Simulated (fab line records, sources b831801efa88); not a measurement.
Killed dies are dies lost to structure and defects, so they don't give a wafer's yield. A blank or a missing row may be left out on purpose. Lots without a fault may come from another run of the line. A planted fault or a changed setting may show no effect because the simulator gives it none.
One fault seen from 2 desks | flow gf180mcu | each desk has only its own numbers; what lay behind them comes last

THE TOOL OWNER'S DESK: iline_stepper-01
The tool's own readings at GF_HV_LDD_EXPOSE_16 (exposes mask Pplus LV AREA, target cd 400 nm): means of the sampled wafers that have a number, for each lot that ran on this tool. A lot is out of limits, marked OUT, if its mean lies more than 4 standard deviations from the usual mean; the brackets give that distance.
Columns: A = exposure_dose_mJ_cm2 at GF_HV_LDD_EXPOSE_16, usual 140.02; B = focus_offset_nm at GF_HV_LDD_EXPOSE_16, usual 0.1 nm; C = reticle_temp_C at GF_HV_LDD_EXPOSE_16, usual 23.03 C
lot  | first seen here | A                | B    | C
L581 | day 10 12:05    | 140.06           | -0.2 | 23.11
L583 | day 11 04:40    | 140.07           | -0.4 | 23.02
L588 | day 12 16:08    | 132.75 (-61) OUT | 0.6  | 23.04
L590 | day 13 07:04    | 132.63 (-62) OUT | -0.2 | 22.99
L591 | day 13 17:41    | 132.65 (-61) OUT | 0.0  | 23.03
L593 | day 14 05:03    | 132.72 (-61) OUT | 0.1  | 23.09
This desk's finding: out of limits on L588, L590, L591, L593; first on L588, day 12 16:08 (exposure_dose_mJ_cm2 at GF_HV_LDD_EXPOSE_16). In limits: L581, L583.

THE METROLOGY DESK
What the gauges read, lot by lot, whatever tool the lot ran on: means of the sampled wafers that have a number. A lot is out of limits, marked OUT, if its mean lies more than 4 standard deviations from the usual mean; the brackets give that distance.
Columns: A = VT_IMPLANT_02_OVL at GF_VT_IMPLANT_OVL_MEAS_29, usual -1.1 nm; B = VT_IMPLANT_3_TW at GF_VT_IMPLANT_TW_MEAS_32, usual 269.0; C = POLY_GATE_CVD_00_THK at GF_POLY_GATE_THK_MEAS_01, usual 199.9 nm; D = cd_nm at GF_HV_LDD_CD_MEAS_19, usual 401.4 nm
lot  | first seen here | A    | B     | C     | D
L581 | day 6 22:11     | -2.2 | 269.6 | 201.3 | 403.5
L582 | day 7 04:38     | -0.1 | 270.7 | 201.1 | 400.4
L583 | day 7 13:37     | -2.3 | 266.5 | 197.6 | 399.8
L584 | day 7 17:11     | -2.8 | 267.4 | 201.9 | 397.1
L588 | day 8 19:46     | -0.4 | 265.8 | 201.9 | 385.5 (-6.4) OUT
L590 | day 9 10:53     | -2.3 | 269.9 | 202.1 | 384.9 (-6.6) OUT
L591 | day 9 18:17     | -1.7 | 265.7 | 200.8 | 384.6 (-6.7) OUT
L592 | day 9 23:17     | -0.7 | 269.6 | 200.1 | 402.3
L593 | day 10 05:01    | 0.9  | 271.6 | 199.3 | 389.5 (-4.8) OUT
L595 | day 10 18:32    | -0.7 | 265.6 | 201.0 | 402.2
L597 | day 11 06:38    | -2.1 | 270.1 | 202.0 | 405.9
L601 | day 12 10:16    | -0.5 | 265.4 | 202.2 | 405.4
L603 | day 12 23:24    | 0.4  | 269.6 | 199.3 | 401.2
This desk's finding: out of limits on L588, L590, L591, L593; first on L588, day 13 01:47 (cd_nm at GF_HV_LDD_CD_MEAS_19). In limits: L581, L582, L583, L584, L592, L595, L597, L601, L603.

PUT TOGETHER
The tool owner's desk could have raised an alarm at day 12 16:08, on L588, L590, L591, L593.
The metrology desk could have raised an alarm at day 13 01:47, on L588, L590, L591, L593.
Of the lots named, all ran GF_HV_LDD_EXPOSE_16 on iline_stepper-01.

WHAT THE SIMULATOR HAD PUT IN
Process parameter drift: iline_stepper-01, from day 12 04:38 on, at GF_HV_LDD_EXPOSE_16. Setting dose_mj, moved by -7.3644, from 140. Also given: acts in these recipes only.
Lots struck among those shown: L588, L590, L591, L593.
Hours from the fault's start to each desk's first reading out of limits: the tool owner's desk, 12; the metrology desk, 21.
